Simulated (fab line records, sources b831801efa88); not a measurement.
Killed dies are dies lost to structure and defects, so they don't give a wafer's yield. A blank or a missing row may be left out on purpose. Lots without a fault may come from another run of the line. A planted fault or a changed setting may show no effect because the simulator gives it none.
Which tool did it? | flow gf180mcu | 10 lots, 30 wafers sampled, at 3 steps of a route of 602

WHAT THE GAUGES READ, wafer by wafer
GF_V2_RS_MEAS_24: measures by four-point-probe.
lot  | measured     | on            | V2_W_RS (ohm/sq)
L867 | day 21 02:01 | film_metro-03 | 0.319 0.319 0.319
L868 | day 21 19:32 | film_metro-04 | 0.322 0.322 0.321
L869 | day 22 08:50 | film_metro-03 | 0.328 0.331 0.335
L874 | day 23 22:19 | film_metro-03 | 0.327 0.324 0.325
L875 | day 24 06:22 | film_metro-04 | 0.329 0.327 0.332
L876 | day 24 14:25 | film_metro-03 | 0.325 0.326 0.329
L877 | day 24 20:29 | film_metro-02 | 0.325 0.328 0.328
L883 | day 26 16:23 | film_metro-04 | 0.238 0.241 0.238 0.238 0.240 0.238
L884 | day 27 00:55 | film_metro-03 | 0.239 0.239 0.239 0.238 0.239 0.238
L888 | day 28 09:50 | film_metro-02 | 0.332 0.329 0.328

WHICH TOOL RAN EACH LOT (tool, then ch and the chambers of the sampled wafers, then the start)
lot  | GF_M2_SPUTTER_04             | GF_V2_CVD_23
L867 | pvd_sputter-01, day 18 21:32 | cvd_w-02 ch 0,1, day 21 01:54
L868 | pvd_sputter-02, day 19 15:53 | cvd_w-02 ch 0,1, day 21 19:26
L869 | pvd_sputter-03, day 20 06:31 | cvd_w-01 ch 0,1, day 22 08:44
L874 | pvd_sputter-02, day 21 21:56 | cvd_w-01 ch 0,1, day 23 22:12
L875 | pvd_sputter-02, day 22 06:31 | cvd_w-02 ch 0,1, day 24 06:16
L876 | pvd_sputter-01, day 22 13:39 | cvd_w-01 ch 0, day 24 14:11
L877 | pvd_sputter-01, day 22 20:56 | cvd_w-02 ch 0,1, day 24 20:22
L883 | pvd_sputter-02, day 24 19:02 | cvd_w-02 ch 0,1, day 26 16:16
L884 | pvd_sputter-02, day 25 03:07 | cvd_w-02 ch 0,1, day 27 00:49
L888 | pvd_sputter-02, day 26 12:36 | cvd_w-01 ch 0,1, day 28 09:43
- GF_M2_SPUTTER_04: material TiN, target thk 50 nm, time 41.7 s.
- GF_V2_CVD_23: deposits W, target thk 350 nm, time 104.94 s.

THE ANSWER, worked out from the rows above alone
Rule: what is usual is taken from the lots themselves. Put in order of their means at a reading, lots are off if they are a third of the lots or fewer, leave a main group of 4 or more, and stand apart from it by a gap of 3 or more times the standard deviation of the main group's means; of several such gaps the widest counts. A main group whose means are all the same, to the digits that the tables above print for the reading, isn't used. A lot without any number at a reading at which 4 lots or more have one is off too. The other lots that the step has rows for count as sound.
Off: L883, L884, at GF_V2_RS_MEAS_24 (V2_W_RS). The main group: mean 0.326 ohm/sq, standard deviation 0.0039.
A tool fits if, at a process step before that reading, it ran every lot that is off, and no sound lot after the first of them. The gauges at GF_V2_RS_MEAS_24 are tried like those tools. One fits: cvd_w-02 at GF_V2_CVD_23. Its last sound lot is L877 (day 24 20:22), its first lot that is off L883 (day 26 16:16): a fault that began between those two fits.

WHAT THE SIMULATOR HAD PUT IN
Process parameter drift: cvd_w-02, from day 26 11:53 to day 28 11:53, at GF_V2_CVD_23. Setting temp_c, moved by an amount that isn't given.
Lots struck among those shown: L883, L884. The rule above found the same.
